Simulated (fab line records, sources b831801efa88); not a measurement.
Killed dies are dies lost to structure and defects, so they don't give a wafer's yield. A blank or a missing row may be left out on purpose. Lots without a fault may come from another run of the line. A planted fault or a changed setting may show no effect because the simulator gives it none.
fab line records | flow sky130
record lots=14 wafers=42 last_day=50
route steps=708 shown FIELD_ISO@28 NWELL@62 VT_ADJUST_HVTP@92 VT_ADJUST_LVTN@107
lots that met no fault: from a run of the same line without faults
start_h: hours from the record's first day to the start of the lot's first wafer shown | wait_h: hours since the lot's step before | " the same as in the row above | L1.1+2: a row that stands for several wafers | - no value, or no start given | * or withheld: withheld | < > ~ a bound
route shown NAME@n: a module of which the file shows steps, and the number in the route of the first | usual: mean/standard deviation of fault-free wafers | same: alike in all rows | chamber/n: place in a boat | sites: the reading at each site | _std_site: their standard deviation | _edge_site: outer sites' mean less inner sites' | radius_mm: how far each site lies from the wafer's centre | mask NAME#n: copy n | behind: the tool/chamber that last shaped the wafer | hold: why the lot was held/for how many hours/how that ended | device: the transistor (n, p or np) that didn't switch | end of line: the same wafers' tests at the end of the route | a step without rows: its recipe alone | killed: dies lost to structure and defects at the first sort, not the wafer's yield | map: a wafer's dies, x killed, . not, _ none there
set.NAME: the setting as run; set.NAME@STEP: as run at that earlier step | model.NAME: the simulator's own value behind a step, which no gauge read
steps of the route over a sample of lots; a table a step, a row a wafer
services: from which hour (start_h, from the record's first day; less than 0 if before it) a tool's chamber was out of use, for how many hours, and why
## steps
# step SKY_FIELD_ISO_CMP_27
# recipe stop_on=Si3N4 t_overpolish_s=16 down_force_psi=4 platen_rpm=60 target_thk_nm=457.8 pad_velocity_m_s=0.94248
# usual motor_current_A=12.1/1.6 overpolish_run_s=16.001/0.0085 slurry_flow_ml_min=150.0/0.52 time_to_endpoint_s=110/5.3
# columns lot.wafer tool chamber start_h wait_h motor_current_A overpolish_run_s slurry_flow_ml_min time_to_endpoint_s
L830.2 cmp-02 2 34.87 0.1 13.6 16.000 149.4 110
L830.1 " 0 " " 12.1 15.990 149.6 118
L830.5 " 1 " " 11.3 15.993 149.1 113
L831.1 cmp-02 3 42.44 0.1 9.9 16.012 149.8 107
L831.3 " 0 " " 12.1 16.016 150.3 117
L831.6 " 1 " " 12.0 16.002 150.2 114
L832.3 cmp-01 0 45.26 0.1 14.8 16.017 149.3 110
L832.4 " 1 " " 12.0 16.002 149.9 101
L832.1 " 2 " " 11.0 15.999 150.4 106
L834.4 cmp-01 0 58.01 0.1 14.6 15.999 149.9 111
L834.3 " 1 " " 13.0 16.009 149.8 103
L834.2 " 2 " " 11.4 15.994 150.3 107
L835.4 cmp-02 1 60.71 0.0 10.6 16.003 150.8 120
L835.1 " 2 " " 12.7 15.999 150.7 111
L835.2 " 3 " " 10.7 16.003 150.7 114
L836.3 cmp-01 3 66.43 0.1 10.5 15.988 149.8 109
L836.4 " 1 " " 13.5 16.004 149.4 96
L836.5 " 3 " " 9.9 15.984 149.9 113
L839.3 cmp-01 3 84.73 0.0 9.4 15.991 149.2 118
L839.4 " 0 " " 14.5 16.005 150.2 117
L839.6 " 3 " " 10.1 16.007 149.7 113
L841.1 cmp-01 3 93.75 0.0 9.8 15.990 150.2 114
L841.3 " 2 " " 11.4 16.001 150.5 108
L841.6 " 3 " " 10.3 15.999 149.7 114
L842.2 cmp-02 1 97.62 0.1 11.1 16.003 150.4 112
L842.1 " 3 " " 10.6 15.983 149.9 103
L842.6 " 0 " " 12.3 15.997 150.1 116
L843.4 cmp-02 3 101.97 0.0 10.2 16.008 149.4 111
L843.2 " 1 " " 11.5 16.009 150.5 116
L843.1 " 2 " " 12.9 16.008 149.3 107
L849.3 cmp-02 0 135.94 0.0 11.9 15.990 150.9 111
L849.1 " 2 " " 13.3 15.997 150.7 105
L849.6 " 0 " " 12.2 16.001 150.8 115
L848.4 cmp-01 1 136.04 0.1 13.2 15.988 150.0 99
L848.1 " 2 " " 11.1 16.011 150.4 108
L848.6 " 3 " " 10.2 15.997 151.1 111
L850.3 cmp-01 3 147.09 0.1 10.0 15.995 149.7 114
L850.2 " 1 " " 13.0 16.007 150.1 104
L850.5 " 3 " " 9.9 15.994 149.7 119
L853.2 cmp-01 2 161.08 0.3 11.4 15.998 149.3 103
L853.3 " 3 " " 9.7 15.988 149.6 114
L853.5 " 2 " " 11.0 15.995 149.9 112
# step SKY_NWELL_DEVELOP_09
# recipe wall_angle_deg=90 developer=TMAH develop_time_s=60 dev_temp_c=23
# usual chill_plate_temp_C=23.02/0.12 develop_time_s=60/0
# columns lot.wafer tool chamber start_h wait_h chill_plate_temp_C develop_time_s
L830.1 litho_track-01 0 86 - 23.04 60
L830.2 " 0 " " 22.83 60
L830.5 " 0 " " 23.10 60
L831.1 litho_track-04 0 93 - 23.08 60
L831.3 " 0 " " 23.04 60
L831.6 " 0 " " 22.87 60
L832.1 litho_track-01 0 97 - 23.06 60
L832.3 " 0 " " 23.04 60
L832.4 " 0 " " 22.98 60
L834.2 litho_track-04 0 113 - 23.17 60
L834.3 " 0 " " 23.07 60
L834.4 " 0 " " 22.98 60
L835.1 litho_track-01 0 115 - 22.94 60
L835.2 " 0 " " 22.96 60
L835.4 " 0 " " 22.96 60
L836.3 litho_track-03 0 120 - 23.03 60
L836.4 " 0 " " 23.05 60
L836.5 " 0 " " 23.15 60
L839.3 litho_track-03 0 143 - 23.03 60
L839.4 " 0 " " 23.06 60
L839.6 " 0 " " 23.10 60
L841.1 litho_track-01 0 152 - 22.81 60
L841.3 " 0 " " 23.00 60
L841.6 " 0 " " 22.94 60
L842.1 litho_track-04 0 155 - 22.92 60
L842.2 " 0 " " 22.86 60
L842.6 " 0 " " 23.01 60
L843.1 litho_track-01 0 159 - 22.87 60
L843.2 " 0 " " 22.99 60
L843.4 " 0 " " 22.93 60
L848.1 litho_track-01 0 197 - 23.17 60
L848.4 " 0 " " 23.05 60
L848.6 " 0 " " 22.94 60
L849.1 litho_track-01 - 198 - - -
L849.3 " - " " - -
L849.6 " - " " - -
L850.2 litho_track-01 - 222 - - -
L850.3 " - " " - -
L850.5 " - " " - -
L853.2 litho_track-01 0 232 - 23.02 60
L853.3 " 0 " " 23.10 60
L853.5 " 0 " " 23.06 60
# step SKY_VT_ADJUST_HVTP_CD_MEAS_07
# recipe target_cd_nm=380
# usual cd_nm=380.4/2.4
# columns lot.wafer tool chamber start_h wait_h cd_nm
L830.1 cd_sem-01 - 123.20 0.1 378.5
L830.2 " - " " 379.2
L830.5 " - " " 377.9
L831.1 cd_sem-02 - 130.10 0.1 379.9
L831.3 " - " " 380.3
L831.6 " - " " 381.9
L832.1 cd_sem-02 - 135.40 0.1 379.4
L832.3 " - " " 379.7
L832.4 " - " " 381.9
L834.2 cd_sem-02 - 152.25 0.1 382.2
L834.3 " - " " 378.9
L834.4 " - " " 381.0
L835.1 cd_sem-02 - 153.61 0.1 381.2
L835.2 " - " " 380.7
L835.4 " - " " 380.9
L836.3 cd_sem-02 - 158.24 0.1 377.7
L836.4 " - " " 375.8
L836.5 " - " " 380.8
L839.3 cd_sem-02 - 182.60 0.1 381.2
L839.4 " - " " 380.4
L839.6 " - " " 382.5
L841.1 cd_sem-01 - 193.11 0.1 380.4
L841.3 " - " " 377.5
L841.6 " - " " 379.2
L842.1 cd_sem-01 - 195.71 0.1 379.4
L842.2 " - " " 380.9
L842.6 " - " " 378.1
L843.1 cd_sem-01 - 200.88 0.1 378.3
L843.2 " - " " 380.2
L843.4 " - " " 379.2
L848.1 cd_sem-02 - 243.45 0.1 380.4
L848.4 " - " " 381.8
L848.6 " - " " 383.0
L849.1 cd_sem-01 - 244.61 0.1 381.9
L849.3 " - " " 381.1
L849.6 " - " " 383.6
L850.2 cd_sem-02 - 269.85 0.1 379.4
L850.3 " - " " 379.5
L850.5 " - " " 379.2
L853.2 cd_sem-01 - 280.53 0.1 381.6
L853.3 " - " " 379.2
L853.5 " - " " 378.0
# step SKY_VT_ADJUST_LVTN_TW_MEAS_10
# usual VT_ADJUST_LVTN_TW=243.4/2.7
# columns lot.wafer tool chamber start_h wait_h VT_ADJUST_LVTN_TW
L830.1 film_metro-02 - 142.40 0.1 244.1
L830.2 " - " " 244.2
L830.5 " - " " 243.8
L831.1 film_metro-02 - 149.95 0.1 243.4
L831.3 " - " " 245.4
L831.6 " - " " 243.1
L832.1 film_metro-01 - 154.44 0.1 247.0
L832.3 " - " " 247.1
L832.4 " - " " 247.8
L834.2 film_metro-03 - 171.81 0.1 238.5
L834.3 " - " " 240.5
L834.4 " - " " 240.5
L835.1 film_metro-03 - 173.39 0.1 239.9
L835.2 " - " " 241.3
L835.4 " - " " 240.0
L836.3 film_metro-01 - 179.06 0.1 244.9
L836.4 " - " " 244.8
L836.5 " - " " 244.5
L839.3 film_metro-01 - 204.57 0.1 244.9
L839.4 " - " " 245.6
L839.6 " - " " 245.4
L841.1 film_metro-03 - 214.99 0.1 240.2
L841.3 " - " " 242.1
L841.6 " - " " 239.3
L842.1 film_metro-01 - 218.54 0.1 245.7
L842.2 " - " " 245.8
L842.6 " - " " 244.8
L843.1 film_metro-01 - 224.30 0.1 245.3
L843.2 " - " " 244.6
L843.4 " - " " 244.7
L848.1 film_metro-03 - 267.74 0.1 239.0
L848.4 " - " " 240.1
L848.6 " - " " 239.7
L849.1 film_metro-03 - 268.74 0.1 239.4
L849.3 " - " " 241.0
L849.6 " - " " 241.0
L850.2 film_metro-02 - 295.21 0.1 243.7
L850.3 " - " " 244.8
L850.5 " - " " 245.4
L853.2 film_metro-01 - 307.05 0.1 247.0
L853.3 " - " " 245.3
L853.5 " - " " 247.2
## services
# columns tool chamber start_h hours kind
cmp-02 - 22.79 1.7 repair
cmp-01 - 30.65 4.8 pm
cmp-01 - 37.23 3.2 pm
cmp-02 - 44.55 1.9 repair
cmp-01 - 54.16 2.2 repair
cmp-02 - 64.00 4.0 pm
cmp-02 - 68.00 - consumable_replace:conditioner
cmp-02 - 68.00 - consumable_replace:pad
cmp-02 - 77.87 2.2 repair
cmp-02 - 86.03 6.2 pm
cmp-01 - 88.20 1.1 repair
cmp-01 - 101.90 1.0 repair
cmp-02 - 117.13 5.1 pm
cmp-01 - 119.50 1.0 repair
cmp-02 - 172.41 2.1 repair
cmp-02 - 221.42 2.3 repair
cmp-01 - 232.00 4.0 pm
## key
first_sign step=SKY_NWELL_DEVELOP_09 reading=tool_record direction=missing
effect none on later readings
met_at SKY_NWELL_DEVELOP_09
struck_lots L849,L850
sort_left_out L849.1,L849.3,L849.6,L850.2,L850.3,L850.5
tester_left_out L849,L850
not_acting_at SKY_FIELD_ISO_CMP_27,SKY_VT_ADJUST_HVTP_CD_MEAS_07,SKY_VT_ADJUST_LVTN_TW_MEAS_10
fault kind=skipped_step_whole tool=litho_track-01 chamber=- onset_h=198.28 steps=SKY_NWELL_DEVELOP_09 scope=struck_lots_only
# tester_left_out: of these lots the tester's yield and bins aren't shown, on N5 and GAA mostly nor the transistor test; their killed dies are dies lost to structure and defects alone, not to doping, threshold or leakage, so they don't give the yield
# sort_left_out: the simulated sort isn't trusted on such a fault, so these wafers' sort isn't shown, and their yield isn't known
